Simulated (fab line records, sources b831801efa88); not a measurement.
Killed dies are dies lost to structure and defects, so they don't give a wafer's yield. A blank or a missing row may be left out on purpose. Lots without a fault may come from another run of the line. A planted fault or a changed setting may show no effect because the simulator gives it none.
Chamber matching | flow gf180mcu | GF_STI_ETCH_13 on rie_diel-02: 4 sister chambers
The step etches the open film in CHF3/O2, stops on Si, target depth 282.31 nm, time 112.9 s. 4 wafers are shown with their chamber, then 8 later ones without.

WAFERS WITH THEIR CHAMBER
wafer  | chamber | drypump_motor_current_A (A)
L324.6 | 3       | 5.3
L326.2 | 1       | 5.9
L326.4 | 0       | 4.9
L328.1 | 2       | 5.6

WAFERS WITHOUT THEIR CHAMBER
wafer  | drypump_motor_current_A (A)
L328.2 | 4.9
L328.4 | 5.5
L332.4 | 4.9
L332.5 | 5.3
L332.6 | 4.9
L337.3 | 5.9
L337.5 | 4.9
L337.6 | 5.3

WHICH CHAMBER EACH WENT THROUGH
wafer  | from the rows above | in truth
L328.2 | 0                   | 0
L328.4 | 2                   | 2
L332.4 | 0                   | 0
L332.5 | 3                   | 3
L332.6 | 0                   | 0
L337.3 | 1                   | 1
L337.5 | 0                   | 0
L337.6 | 3                   | 3
Placed correctly: 8 of 8. Can't be placed from these rows: 0. Placed wrongly: 0.
How it was worked out, from the rows above alone: a wafer's distance from a chamber is the root of the sum, over the readings, of the square of ((its reading less the chamber's mean) divided by the reading's scatter). The wafer belongs to the nearest chamber; if the next one is less than 2 further off, it can't be placed. A chamber's mean is the mean of its shown wafers. The scatter: with one shown wafer a chamber, the root of the mean of the squares of how far each hidden wafer lies from its nearest shown one.
